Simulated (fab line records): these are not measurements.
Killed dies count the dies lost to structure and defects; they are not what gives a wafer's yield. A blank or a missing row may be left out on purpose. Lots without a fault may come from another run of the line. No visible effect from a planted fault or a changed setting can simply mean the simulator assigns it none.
Split-lot experiment || flow sky130 || on a route of 708 steps: 5 lots, 23 wafers read

ON THE SPLIT
At SKY_VIA4_COAT_06 (resist thk 1140 nm), the setting spinRpm was moved away from the recipe's 3000 rpm on 10 of the 23 wafers read, by -7.5% to +6.5%. For the rest of the wafers, this setting stayed at what the recipe calls for.

The split's own step is where the reading is taken.

THE READING
NOVOLAK_of_VIA4_COAT_06.thkNm (the simulator's own value, which no gauge read), in nm, at SKY_VIA4_COAT_06 (resist thk 1140 nm). The file does not state a usual value for it. Here, 13 wafers ran the recipe; their average is 1139 nm with a standard deviation of 3.5 nm.

{"wafer": "L074.1", "tool, chamber at the split": "lithoTrack-03, 0", "spinRpm as run, rpm": 3155, "against the recipe": "+5.2%", "NOVOLAK_of_VIA4_COAT_06.thkNm, nm": 1108, "against lot-mates on the recipe": -29}
{"wafer": "L074.5", "tool, chamber at the split": "lithoTrack-03, 0", "spinRpm as run, rpm": 3155, "against the recipe": "+5.2%", "NOVOLAK_of_VIA4_COAT_06.thkNm, nm": 1108, "against lot-mates on the recipe": -29}
{"wafer": "L074.2", "tool, chamber at the split": "lithoTrack-03, 0", "spinRpm as run, rpm": 3000, "against the recipe": "recipe", "NOVOLAK_of_VIA4_COAT_06.thkNm, nm": 1137, "against lot-mates on the recipe": "-"}
{"wafer": "L074.3", "tool, chamber at the split": "lithoTrack-03, 0", "spinRpm as run, rpm": 3000, "against the recipe": "recipe", "NOVOLAK_of_VIA4_COAT_06.thkNm, nm": 1137, "against lot-mates on the recipe": "-"}
{"wafer": "L074.4", "tool, chamber at the split": "lithoTrack-03, 0", "spinRpm as run, rpm": 3155, "against the recipe": "+5.2%", "NOVOLAK_of_VIA4_COAT_06.thkNm, nm": 1109, "against lot-mates on the recipe": -28}
{"wafer": "L075.1", "tool, chamber at the split": "lithoTrack-03, 0", "spinRpm as run, rpm": 3195, "against the recipe": "+6.5%", "NOVOLAK_of_VIA4_COAT_06.thkNm, nm": 1104, "against lot-mates on the recipe": -34}
{"wafer": "L075.3", "tool, chamber at the split": "lithoTrack-03, 0", "spinRpm as run, rpm": 3195, "against the recipe": "+6.5%", "NOVOLAK_of_VIA4_COAT_06.thkNm, nm": 1104, "against lot-mates on the recipe": -34}
{"wafer": "L075.2", "tool, chamber at the split": "lithoTrack-03, 0", "spinRpm as run, rpm": 3000, "against the recipe": "recipe", "NOVOLAK_of_VIA4_COAT_06.thkNm, nm": 1140, "against lot-mates on the recipe": "-"}
{"wafer": "L075.4", "tool, chamber at the split": "lithoTrack-03, 0", "spinRpm as run, rpm": 3195, "against the recipe": "+6.5%", "NOVOLAK_of_VIA4_COAT_06.thkNm, nm": 1101, "against lot-mates on the recipe": -37}
{"wafer": "L075.5", "tool, chamber at the split": "lithoTrack-03, 0", "spinRpm as run, rpm": 3000, "against the recipe": "recipe", "NOVOLAK_of_VIA4_COAT_06.thkNm, nm": 1136, "against lot-mates on the recipe": "-"}
{"wafer": "L077.1", "tool, chamber at the split": "lithoTrack-03, 0", "spinRpm as run, rpm": 3000, "against the recipe": "recipe", "NOVOLAK_of_VIA4_COAT_06.thkNm, nm": 1135, "against lot-mates on the recipe": "-"}
{"wafer": "L077.2", "tool, chamber at the split": "lithoTrack-03, 0", "spinRpm as run, rpm": 3000, "against the recipe": "recipe", "NOVOLAK_of_VIA4_COAT_06.thkNm, nm": 1138, "against lot-mates on the recipe": "-"}
{"wafer": "L077.3", "tool, chamber at the split": "lithoTrack-03, 0", "spinRpm as run, rpm": 2775, "against the recipe": "-7.5%", "NOVOLAK_of_VIA4_COAT_06.thkNm, nm": 1183, "against lot-mates on the recipe": "+47"}
{"wafer": "L077.5", "tool, chamber at the split": "lithoTrack-03, 0", "spinRpm as run, rpm": 2775, "against the recipe": "-7.5%", "NOVOLAK_of_VIA4_COAT_06.thkNm, nm": 1185, "against lot-mates on the recipe": "+49"}
{"wafer": "L077.6", "tool, chamber at the split": "lithoTrack-03, 0", "spinRpm as run, rpm": 3000, "against the recipe": "recipe", "NOVOLAK_of_VIA4_COAT_06.thkNm, nm": 1136, "against lot-mates on the recipe": "-"}
{"wafer": "L078.3", "tool, chamber at the split": "lithoTrack-02, 0", "spinRpm as run, rpm": 3000, "against the recipe": "recipe", "NOVOLAK_of_VIA4_COAT_06.thkNm, nm": 1145, "against lot-mates on the recipe": "-"}
{"wafer": "L078.4", "tool, chamber at the split": "lithoTrack-02, 0", "spinRpm as run, rpm": 3000, "against the recipe": "recipe", "NOVOLAK_of_VIA4_COAT_06.thkNm, nm": 1145, "against lot-mates on the recipe": "-"}
{"wafer": "L078.5", "tool, chamber at the split": "lithoTrack-02, 0", "spinRpm as run, rpm": 3000, "against the recipe": "recipe", "NOVOLAK_of_VIA4_COAT_06.thkNm, nm": 1145, "against lot-mates on the recipe": "-"}
{"wafer": "L080.1", "tool, chamber at the split": "lithoTrack-02, 0", "spinRpm as run, rpm": 3000, "against the recipe": "recipe", "NOVOLAK_of_VIA4_COAT_06.thkNm, nm": 1142, "against lot-mates on the recipe": "-"}
{"wafer": "L080.2", "tool, chamber at the split": "lithoTrack-02, 0", "spinRpm as run, rpm": 2865, "against the recipe": "-4.5%", "NOVOLAK_of_VIA4_COAT_06.thkNm, nm": 1165, "against lot-mates on the recipe": "+25"}
{"wafer": "L080.3", "tool, chamber at the split": "lithoTrack-02, 0", "spinRpm as run, rpm": 2865, "against the recipe": "-4.5%", "NOVOLAK_of_VIA4_COAT_06.thkNm, nm": 1165, "against lot-mates on the recipe": "+25"}
{"wafer": "L080.4", "tool, chamber at the split": "lithoTrack-02, 0", "spinRpm as run, rpm": 3000, "against the recipe": "recipe", "NOVOLAK_of_VIA4_COAT_06.thkNm, nm": 1140, "against lot-mates on the recipe": "-"}
{"wafer": "L080.5", "tool, chamber at the split": "lithoTrack-02, 0", "spinRpm as run, rpm": 3000, "against the recipe": "recipe", "NOVOLAK_of_VIA4_COAT_06.thkNm, nm": 1137, "against lot-mates on the recipe": "-"}

THE FIT
A straight line over all 23 wafers: NOVOLAK_of_VIA4_COAT_06.thkNm changes by -5.81 nm for each +1% of spinRpm; r = -0.99; the points scatter about the line by 3 nm.
The same after taking each lot's own level away (the mean of its wafers on the recipe; 23 wafers): -5.78 nm for each +1%; r = -1.00; scatter 2 nm.
The reading moves by 43 nm for the largest change in spinRpm, on that fit.
The lots' own levels span 1136.3 to 1145.0 nm, that is 2.4 times the standard deviation above.
Hence the lot-to-lot level has little effect on the slope; both slopes agree.
Check: with one of the wafers moved furthest among these (-7.5%) left out of the fit, the line predicts +43.4 nm for it against its lot-mates. Against them it came out at +46.7 nm.

FURTHER SPLITS ON THESE WAFERS
These wafers also went through other splits before the reading. Each is held against what the fit with the lots' levels taken away leaves over:
{"other split on the same wafers": "SKY_VIA4_CMP_02 leaveAboveRefNm", "wafers away from the commonest value": 7, "r with NOVOLAK_of_VIA4_COAT_06.thkNm (lot level and that fit taken away)": "+0.41"}

THE WHOLE CHAIN: every reading that the file lists as answering this split, in the file's order
{"step": "SKY_VIA4_COAT_06", "what it does": "resist thk 1140 nm", "reading": "NOVOLAK_of_VIA4_COAT_06.thkNm (the simulator's own value, which no gauge read)", "change (the file's fit)": "-5.81 nm for each +1% of the setting", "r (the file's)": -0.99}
{"step": "SKY_VIA4_STRIP_13", "what it does": "strips in O2/N2", "reading": "stripTimeToEndpointS", "change (the file's fit)": "withheld for each +1% of the setting", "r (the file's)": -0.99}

FILE'S OWN FIT
NOVOLAK_of_VIA4_COAT_06.thkNm changes by -5.81 nm for each +1% of spinRpm, r = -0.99.
